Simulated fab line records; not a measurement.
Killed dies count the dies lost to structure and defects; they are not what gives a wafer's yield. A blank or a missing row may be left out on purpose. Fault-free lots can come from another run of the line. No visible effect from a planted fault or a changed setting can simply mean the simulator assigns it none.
fab line records | flow sky130
record lots=6 wafers=18 last-day=49
route steps=708 shown VT_ADJUST_LVTN@104 VT_ADJUST_NCORE@119 PAD_OPEN@708
lots untouched by any fault: they come from a run of this same line in which no faults occurred
start-h: the number of hours between the record's first day and the start of the first shown wafer of the lot | wait-h: time in hours since the lot's previous step | " unchanged from the row above | L1.1+2: several wafers, shown together as one row | - no value present, or no start provided | * or withheld: withheld | < > ~ a bound
route shown NAME@n: NAME is a module with steps in the file, n the number in the route of the first one | usual: the fault-free wafers' mean and standard deviation | same: alike in all rows | chamber/n: place in a boat | sites: per-site readings | _std_site: standard deviation across them | _edge_site: mean of outer sites minus mean of inner sites | radius-mm: for every site, how far away it sits from the centre of the wafer | mask NAME#n: copy n | behind: the most recent tool/chamber to have shaped the wafer | hold: why the lot was held/for how many hours/how that ended | device: transistor that didn't switch, given as n, p or np | end of line: the same wafers' tests at the end of the route | a step without rows: its recipe alone | killed: dies lost to structure and defects at the first sort, not the wafer's yield | map: a wafer's dies, x killed, . not, _ none there
set.NAME: the setting that was run; set.NAME@STEP: the one run at that earlier step | model.NAME: the simulator's own value behind a step, which no gauge read
certain route steps with their lots: each step a table, each wafer a row
services: when a tool's chamber went out of use (start-h, in hours from the record's first day, below 0 if earlier), for how many hours, and the reason
## steps
# step SKY_VT_ADJUST_LVTN_OVL_MEAS_07
# usual VT_ADJUST_LVTN_OVL=-0.4/1.4
# columns lot.wafer tool chamber start-h wait-h VT_ADJUST_LVTN_OVL[nm]
L425.2 overlay-01 - 155.75 - 2.0
L425.3 " - " " 2.0
L425.4 " - " " 0.6
L428.2 overlay-02 - 181.75 - 0.7
L428.3 " - " " -0.3
L428.6 " - " " -0.5
L433.4 overlay-01 - 213.06 - -0.1
L433.5 " - " " 0.8
L433.6 " - " " 1.0
L435.1 overlay-01 - 223.70 - -0.5
L435.4 " - " " -0.9
L435.6 " - " " -0.5
L439.1 overlay-01 - 255.60 - -1.6
L439.2 " - " " -1.5
L439.4 " - " " -1.8
L443.4 overlay-01 - 274.58 - 1.4
L443.5 " - " " 0.6
L443.6 " - " " 0.4
# step SKY_VT_ADJUST_LVTN_IMPLANT_08
# recipe species=B energy-kev=30 dose-cm2=1.57e+12 tilt-deg=withheld
# step SKY_VT_ADJUST_LVTN_STRIP_09
# recipe chemistry=O2/N2 power-w=1400 pressure-mtorr=1500 platen-temp-c=withheld o2-flow-sccm=3000 n2-flow-sccm=300 overash-fraction=0.5
# usual chamber-pressure-mTorr=1500.0/1.3 drypump-motor-current-A=6.0/0.4 o2-flow-sccm=3000/9.5 oes-product-au=0.722/0.0045 strip-time-to-endpoint-s=36.96/0.11
# columns lot.wafer tool chamber start-h wait-h chamber-pressure-mTorr drypump-motor-current-A o2-flow-sccm oes-product-au rf-hours-counter-h strip-time-to-endpoint-s
L425.2 plasma-asher-03 1 155.93 0.1 1500.1 6.0 3006 0.720 48 37.08
L425.3 " 1 " " 1500.3 6.0 2997 0.722 - 37.06
L425.4 " 0 " " 1499.8 6.0 2996 0.720 - 37.06
L428.2 plasma-asher-01 1 181.93 0.1 1498.2 6.5 3004 0.717 7 36.91
L428.3 " 0 " " 1501.0 5.7 3003 0.714 - 36.95
L428.6 " 1 " " 1498.0 6.5 3017 0.727 - 36.88
L433.4 plasma-asher-01 1 213.26 0.1 1498.9 6.5 3016 0.716 - 36.99
L433.5 " 0 " " 1499.4 5.7 3002 0.721 - 37.03
L433.6 " 1 " " 1499.2 6.6 3012 0.722 - 36.94
L435.1 plasma-asher-01 1 223.89 0.1 1499.8 6.5 2990 0.726 11 36.92
L435.4 " 1 " " 1502.5 6.5 2976 0.721 - 36.98
L435.6 " 0 " " 1502.3 5.7 2998 0.723 - 36.93
L439.1 plasma-asher-01 1 255.79 0.1 1499.1 6.5 3004 0.732 14 36.83
L439.2 " 0 " " 1499.8 5.7 3013 0.718 14 36.76
L439.4 " 1 " " 1498.8 6.5 3005 0.729 - 36.84
L443.4 plasma-asher-02 0 274.78 0.1 1501.2 5.2 2995 0.720 - 36.82
L443.5 " 0 " " 1501.0 5.2 2992 0.726 - 36.88
L443.6 " 1 " " 1499.1 5.5 2999 0.720 - 36.84
# step SKY_VT_ADJUST_LVTN_TW_MEAS_10
# usual VT_ADJUST_LVTN_TW=243.0/1.4
# columns lot.wafer tool chamber start-h wait-h VT_ADJUST_LVTN_TW
L425.2 film-metro-03 - 156.04 0.1 240.4
L425.3 " - " " 241.3
L425.4 " - " " 241.2
L428.2 film-metro-03 - 182.04 0.1 243.7
L428.3 " - " " 244.7
L428.6 " - " " 244.0
L433.4 film-metro-04 - 213.36 0.1 242.4
L433.5 " - " " 243.1
L433.6 " - " " 243.0
L435.1 film-metro-03 - 223.99 0.1 241.2
L435.4 " - " " 242.0
L435.6 " - " " 240.6
L439.1 film-metro-04 - 255.89 0.1 245.5
L439.2 " - " " 243.6
L439.4 " - " " 243.2
L443.4 film-metro-04 - 274.88 0.1 244.3
L443.5 " - " " 245.9
L443.6 " - " " 245.2
# step SKY_VT_ADJUST_LVTN_DEHYDRATE_11
# recipe temp-c=200 time-s=60
# step SKY_VT_ADJUST_LVTN_HMDS_12
# recipe prime-time-s=60 prime-temp-c=120
# step SKY_VT_ADJUST_LVTN_COAT_13
# recipe resist=NOVOLAK spin-rpm=3000 resist-thk-nm=1140
# step SKY_VT_ADJUST_LVTN_SOFTBAKE_14
# recipe temp-c=90 time-s=60 resist=NOVOLAK
# step SKY_VT_ADJUST_LVTN_EXPOSE_15
# recipe mask-id=HVN_STD_DERIVED na=0.6 source-shape=conventional sigma-outer=0.6 polarization=unpolarized target-cd-nm=600 dose-mj=163
# step SKY_VT_ADJUST_LVTN_PEB_16
# recipe temp-c=withheld time-s=* resist=NOVOLAK
# step SKY_VT_ADJUST_LVTN_DEVELOP_17
# recipe resist=NOVOLAK developer=TMAH develop-time-s=60 dev-temp-c=23
# step SKY_VT_ADJUST_LVTN_OVL_MEAS_18
# usual VT_ADJUST_LVTN_01_OVL=-0.6/1.7
# columns lot.wafer tool chamber start-h wait-h VT_ADJUST_LVTN_01_OVL[nm]
L425.2 overlay-01 - 175.82 0.1 -0.7
L425.3 " - " " -2.2
L425.4 " - " " -2.6
L428.2 overlay-02 - 203.52 0.1 -1.9
L428.3 " - " " -1.7
L428.6 " - " " -1.4
L433.4 overlay-01 - 235.03 0.1 -1.9
L433.5 " - " " -1.3
L433.6 " - " " -1.2
L435.1 overlay-02 - 246.56 0.1 0.8
L435.4 " - " " -1.5
L435.6 " - " " -1.4
L439.1 overlay-01 - 279.29 0.1 1.7
L439.2 " - " " 1.1
L439.4 " - " " 2.2
L443.4 overlay-01 - 299.63 0.1 0.7
L443.5 " - " " 0.7
L443.6 " - " " 0.8
# step SKY_VT_ADJUST_LVTN_IMPLANT_19
# recipe species=B energy-kev=30 dose-cm2=6.5e+11 tilt-deg=withheld
# usual beam-energy-keV=30.002/0.011 beam-on-s=10.00/0.23 dose-ions-cm2=6.499e+11/7.2e+08 faraday-current-uA=3.66/0.081
# columns lot.wafer tool chamber start-h wait-h beam-energy-keV beam-on-s dose-ions-cm2 faraday-current-uA
L425.2 implanter-01 0 175.87 0.0 29.996 9.67 6.495e+11 3.78
L425.3 " 0 " " 29.998 9.68 6.491e+11 3.76
L425.4 " 0 " " 29.991 10.11 6.496e+11 3.62
L428.2 implanter-01 0 203.57 0.0 30.019 9.79 6.499e+11 3.74
L428.3 " 0 " " 29.998 9.87 6.51e+11 3.72
L428.6 " 0 " " 30.004 10.15 6.498e+11 3.62
L433.4 implanter-01 0 235.12 0.1 29.983 12.97 6.502e+11 2.83
L433.5 " 0 " " 30.001 12.81 6.498e+11 2.88
L433.6 " 0 " " 29.985 12.93 6.498e+11 2.83
L435.1 implanter-01 0 246.60 0.0 29.997 12.45 6.494e+11 2.94
L435.4 " 0 " " 29.989 12.88 6.486e+11 2.84
L435.6 " 0 " " 29.989 13.09 6.486e+11 2.80
L439.1 implanter-02 0 279.33 0.0 29.981 9.75 6.502e+11 3.75
L439.2 " 0 " " 29.973 9.93 6.505e+11 3.68
L439.4 " 0 " " 29.996 10.00 6.505e+11 3.65
L443.4 implanter-02 0 299.72 0.1 29.999 10.30 6.494e+11 3.55
L443.5 " 0 " " 29.998 9.95 6.498e+11 3.69
L443.6 " 0 " " 30.019 9.79 6.499e+11 3.75
# step SKY_VT_ADJUST_LVTN_STRIP_20
# recipe chemistry=O2/N2 power-w=1400 pressure-mtorr=1500 platen-temp-c=withheld o2-flow-sccm=3000 n2-flow-sccm=300 overash-fraction=0.5
# usual chamber-pressure-mTorr=1500.0/1.5 drypump-motor-current-A=5.9/0.39 o2-flow-sccm=3002/13 oes-product-au=0.716/0.0042 strip-time-to-endpoint-s=14.20/0.038
# columns lot.wafer tool chamber start-h wait-h chamber-pressure-mTorr drypump-motor-current-A o2-flow-sccm oes-product-au rf-hours-counter-h strip-time-to-endpoint-s
L425.2 plasma-asher-01 1 176.00 0.1 1503.2 6.5 3000 0.720 6 14.18
L425.3 " 1 " " 1501.3 6.6 2999 0.712 - 14.19
L425.4 " 0 " " 1499.8 5.7 3003 0.722 - 14.19
L428.2 plasma-asher-01 1 203.70 0.1 1501.5 6.5 3020 0.723 9 14.26
L428.3 " 1 " " 1501.0 6.5 2999 0.717 - 14.21
L428.6 " 0 " " 1498.9 5.7 3001 0.712 - 14.20
L433.4 plasma-asher-02 1 235.23 0.1 1502.0 5.6 3009 0.715 - 14.17
L433.5 " 0 " " 1500.3 5.2 2998 0.716 - 14.20
L433.6 " 1 " " 1499.6 5.6 3001 0.721 - 14.23
L435.1 plasma-asher-02 1 246.75 0.1 1502.4 5.5 3000 0.709 52 14.29
L435.4 " 0 " " 1500.0 5.2 3002 0.721 - 14.22
L435.6 " 1 " " 1500.9 5.5 3025 0.714 - 14.29
L439.1 plasma-asher-03 0 279.48 0.1 1498.2 6.0 3005 0.717 61 14.17
L439.2 " 1 " " 1498.8 6.0 3005 0.718 61 14.17
L439.4 " 1 " " 1499.0 6.0 2998 0.715 - 14.16
L443.4 plasma-asher-03 1 299.83 0.1 1501.1 6.0 2998 0.713 - 14.21
L443.5 " 0 " " 1498.8 6.0 3008 0.722 - 14.15
L443.6 " 1 " " 1500.7 6.0 2985 0.714 - 14.13
# step SKY_VT_ADJUST_LVTN_TW_MEAS_21
# usual VT_ADJUST_LVTN_2_TW=189.1/1.1
# columns lot.wafer tool chamber start-h wait-h VT_ADJUST_LVTN_2_TW
L425.2 film-metro-01 - 176.11 0.1 189.6
L425.3 " - " " 188.4
L425.4 " - " " 189.9
L428.2 film-metro-04 - 203.81 0.1 188.9
L428.3 " - " " 189.5
L428.6 " - " " 188.6
L433.4 film-metro-01 - 235.33 0.1 202.7
L433.5 " - " " 202.2
L433.6 " - " " 205.0
L435.1 film-metro-01 - 246.85 0.1 202.0
L435.4 " - " " 200.7
L435.6 " - " " 200.5
L439.1 film-metro-04 - 279.58 0.1 190.6
L439.2 " - " " 190.5
L439.4 " - " " 191.1
L443.4 film-metro-04 - 299.93 0.1 191.0
L443.5 " - " " 189.7
L443.6 " - " " 189.9
# step SKY_VT_ADJUST_NCORE_DEHYDRATE_00
# recipe temp-c=200 time-s=60
# step SKY_PAD_OPEN_PROBE_99
# usual killed_at_M0_to_M3=44/6.4 killed_at_M4_up=3.4/2.1 killed-at-contacts=23/5 killed-at-front-end=15/4.5 killed-at-other=0.3/0.54 killed-dies=86/9.5 killed-open=48/6.9 killed-short=38/5.9
# same gross-dies=492 killed-at-back-side=0
# columns lot.wafer tool chamber start-h wait-h killed_at_M0_to_M3 killed_at_M4_up killed-at-contacts killed-at-front-end killed-at-other killed-dies killed-open killed-short model.etest.res-pwell-under-gate.rs-ohm-sq model.etest.nfet-g5v0d10v5.body-rise-v model.etest.nfet_16v.body-rise-v model.etest.nfet-g5v0d10v5.vt-sat-v model.etest.nfet-g5v0d10v5.vt-v
L425.2 prober-01 - 1083.86 0.1 54 2 15 11 1 83 45 38 2252 0.6575 0.6549 0.7488 0.8034
L425.3 prober-01 - 1083.91 0.2 46 2 22 16 0 86 43 43 2285 0.6634 0.6624 0.7529 0.8086
L425.4 prober-01 - 1083.96 0.2 45 2 18 15 2 82 42 39 2263 0.6635 0.6611 0.7606 0.8179
L428.2 prober-02 - 1115.94 0.1 58 0 28 22 0 108 61 47 2280 0.6793 0.6757 0.7599 0.8211
L428.3 prober-02 - 1115.99 0.2 39 0 34 31 0 104 62 40 2270 0.6793 0.6764 0.7597 0.8182
L428.6 prober-02 - 1116.14 0.2 52 4 28 11 1 96 47 49 2278 0.6769 0.6731 0.771 0.831
L433.4 prober-02 - 1134.56 0.2 40 3 22 22 0 87 43 44 2250 0.7025 0.6992 0.7883 0.8455
L433.5 prober-02 - 1134.61 0.2 30 2 25 10 1 68 33 35 2260 0.6897 0.6841 0.7843 0.8378
L433.6 prober-02 - 1134.66 0.2 43 2 34 14 0 93 52 40 2265 0.694 0.6899 0.7819 0.8387
L435.1 prober-02 - 1147.58 0.1 55 6 28 17 1 107 67 38 2248 0.7039 0.6999 0.7873 0.8428
L435.4 prober-02 - 1147.73 0.2 59 4 19 19 0 101 52 47 2243 0.7025 0.6994 0.79 0.8437
L435.6 prober-02 - 1147.83 0.2 56 2 19 27 0 104 48 56 2234 0.7099 0.7043 0.7935 0.8479
L439.1 prober-02 - 1169.56 0.1 46 4 15 17 0 82 41 41 2320 0.6665 0.6628 0.7678 0.8258
L439.2 prober-02 - 1169.61 0.1 43 2 26 13 0 84 43 40 2316 0.672 0.6687 0.7583 0.8108
L439.4 prober-02 - 1169.71 0.2 48 6 25 12 0 91 51 40 2308 0.6783 0.6741 0.7719 0.8262
L443.4 prober-02 - 1184.65 0.2 45 7 23 11 0 86 43 43 2280 0.6685 0.6647 0.7588 0.8158
L443.5 prober-02 - 1184.70 0.2 49 1 25 20 0 95 54 41 2299 0.6687 0.6634 0.7601 0.8195
L443.6 prober-02 - 1184.75 0.2 40 4 26 10 1 81 48 33 2290 0.6665 0.6632 0.7552 0.8129
# killed by level:class
L425.2 VIA2:geometric-particle:open=9 VIA3:geometric-particle:open=8 VIA1:geometric-particle:open=7 METAL2:geometric-particle:short=7 METAL1:geometric-particle:short=6 LI_CONTACT:geometric-particle:short=5 VIA1:geometric-particle:short=5 CONTACT:geometric-particle:open=4
L425.3 VIA3:geometric-particle:open=11 LI_CONTACT:geometric-particle:short=7 VIA1:geometric-particle:open=7 METAL2:geometric-particle:short=6 VIA2:geometric-particle:open=6 FIELD_ISO:geometric-particle:short=5 POLY_GATE:geometric-particle:open=5 VIA1:geometric-particle:short=5
L425.4 VIA1:geometric-particle:open=10 LI_CONTACT:geometric-particle:open=9 VIA3:geometric-particle:open=7 VIA1:geometric-particle:short=6 METAL2:geometric-particle:short=5 LOCAL_INTERCONNECT:geometric-particle:short=5 METAL1:geometric-particle:short=5 FIELD_ISO:geometric-particle:short=4
L428.2 VIA1:geometric-particle:open=13 CONTACT:geometric-particle:open=10 METAL1:geometric-particle:short=10 LOCAL_INTERCONNECT:geometric-particle:short=8 VIA2:geometric-particle:open=8 LI_CONTACT:geometric-particle:open=6 VIA3:geometric-particle:open=6 FIELD_ISO:geometric-particle:open=5
L428.3 VIA1:geometric-particle:open=12 LI_CONTACT:geometric-particle:open=11 CONTACT:geometric-particle:open=11 FIELD_ISO:geometric-particle:short=10 FIELD_ISO:geometric-particle:open=9 METAL2:geometric-particle:short=6 POLY_GATE:geometric-particle:open=5 LI_CONTACT:geometric-particle:short=5
L428.6 METAL2:geometric-particle:short=10 VIA3:geometric-particle:open=10 CONTACT:geometric-particle:open=8 VIA1:geometric-particle:open=7 LI_CONTACT:geometric-particle:open=6 LOCAL_INTERCONNECT:geometric-particle:short=6 METAL1:geometric-particle:short=6 CONTACT:geometric-particle:short=5
L433.4 VIA1:geometric-particle:open=10 LI_CONTACT:geometric-particle:open=7 METAL1:geometric-particle:short=7 VIA3:geometric-particle:open=6 FIELD_ISO:geometric-particle:short=5 POLY_GATE:geometric-particle:short=5 VIA2:geometric-particle:open=5 CONTACT:geometric-particle:short=5
L433.5 CONTACT:geometric-particle:short=10 VIA1:geometric-particle:open=7 LI_CONTACT:geometric-particle:open=6 CONTACT:geometric-particle:open=5 VIA2:geometric-particle:open=5 VIA3:geometric-particle:short=4 VIA3:geometric-particle:open=4 POLY_GATE:geometric-particle:short=3
L433.6 CONTACT:geometric-particle:open=14 VIA3:geometric-particle:open=10 CONTACT:geometric-particle:short=8 VIA1:geometric-particle:open=7 VIA2:geometric-particle:open=6 LOCAL_INTERCONNECT:geometric-particle:short=5 VIA2:geometric-particle:short=5 POLY_GATE:geometric-particle:short=4
L435.1 CONTACT:geometric-particle:open=12 VIA3:geometric-particle:open=11 VIA1:geometric-particle:open=11 VIA2:geometric-particle:open=11 METAL2:geometric-particle:short=7 FIELD_ISO:geometric-particle:open=6 VIA2:geometric-particle:short=6 POLY_GATE:geometric-particle:open=5
L435.4 VIA1:geometric-particle:open=24 METAL2:geometric-particle:short=7 VIA3:geometric-particle:open=7 METAL1:geometric-particle:short=6 POLY_GATE:geometric-particle:short=6 LOCAL_INTERCONNECT:geometric-particle:short=5 CONTACT:geometric-particle:short=5 CONTACT:geometric-particle:open=5
L435.6 METAL1:geometric-particle:short=11 VIA1:geometric-particle:open=10 METAL2:geometric-particle:short=10 CONTACT:geometric-particle:open=7 POLY_GATE:geometric-particle:short=5 POLY_GATE:geometric-particle:open=4 VIA3:geometric-particle:open=4 VIA2:geometric-particle:open=4
L439.1 VIA1:geometric-particle:open=12 METAL1:geometric-particle:short=9 FIELD_ISO:geometric-particle:short=8 METAL2:geometric-particle:short=8 CONTACT:geometric-particle:open=7 VIA2:geometric-particle:open=5 FIELD_ISO:geometric-particle:open=3 VIA3:geometric-particle:short=3
L439.2 METAL1:geometric-particle:short=10 LI_CONTACT:geometric-particle:open=7 VIA1:geometric-particle:open=6 LOCAL_INTERCONNECT:geometric-particle:short=6 CONTACT:geometric-particle:short=6 CONTACT:geometric-particle:open=6 VIA1:geometric-particle:short=6 VIA2:geometric-particle:open=6
L439.4 CONTACT:geometric-particle:open=12 VIA3:geometric-particle:open=11 METAL1:geometric-particle:short=8 VIA1:geometric-particle:open=7 VIA2:geometric-particle:open=5 LI_CONTACT:geometric-particle:short=4 CONTACT:geometric-particle:short=4 VIA3:geometric-particle:short=4
L443.4 VIA1:geometric-particle:open=9 METAL2:geometric-particle:short=9 CONTACT:geometric-particle:open=8 VIA2:geometric-particle:open=7 METAL1:geometric-particle:short=7 LI_CONTACT:geometric-particle:open=6 VIA1:geometric-particle:short=6 METAL4:geometric-particle:short=6
L443.5 VIA3:geometric-particle:open=12 LI_CONTACT:geometric-particle:open=9 CONTACT:geometric-particle:open=9 VIA1:geometric-particle:short=6 VIA1:geometric-particle:open=6 METAL2:geometric-particle:short=5 FIELD_ISO:geometric-particle:open=4 FIELD_ISO:geometric-particle:short=4
L443.6 VIA1:geometric-particle:open=16 CONTACT:geometric-particle:open=11 VIA3:geometric-particle:open=8 LI_CONTACT:geometric-particle:open=5 CONTACT:geometric-particle:short=5 FIELD_ISO:geometric-particle:short=4 VIA1:geometric-particle:short=4 METAL4:geometric-particle:short=4
## services
# columns tool chamber start-h hours kind
plasma-asher-02 - 157.61 2.8 pm
plasma-asher-02 - 160.36 28.1 pm
plasma-asher-03 - 186.75 3.2 repair
plasma-asher-02 - 213.69 0.7 repair
plasma-asher-01 - 260.32 4.6 repair
## key
first-sign step=SKY_VT_ADJUST_LVTN_IMPLANT_19 reading=beam-on-s direction=up sigmas=13 usual=10.00 struck=12.86
effect step=SKY_VT_ADJUST_LVTN_IMPLANT_19 reading=faraday-current-uA direction=down sigmas=9.9 usual=3.66 struck=2.85
effect step=SKY_VT_ADJUST_LVTN_TW_MEAS_21 reading=VT_ADJUST_LVTN_2_TW direction=up sigmas=12 usual=189.1 struck=202.2
model-effect step=SKY_PAD_OPEN_PROBE_99 value=etest.res-pwell-under-gate.rs-ohm-sq without=2283 struck=2250
met-at SKY_VT_ADJUST_LVTN_IMPLANT_19
struck-wafers L433.4,L433.5,L433.6,L435.1,L435.4,L435.6
tester-left-out L433,L435
onset-between 203.57 235.12
fault kind=process-parameter-drift tool=implanter-01 chamber=- onset-h=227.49 steps=SKY_VT_ADJUST_LVTN_IMPLANT_19 channel=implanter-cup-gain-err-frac offset=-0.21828 shape=step end-h=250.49
# tester-left-out: of these lots the tester's yield and bins aren't shown, on N5 and GAA mostly nor the transistor test; their killed dies are dies lost to structure and defects alone, not to doping, threshold or leakage, so they don't give the yield
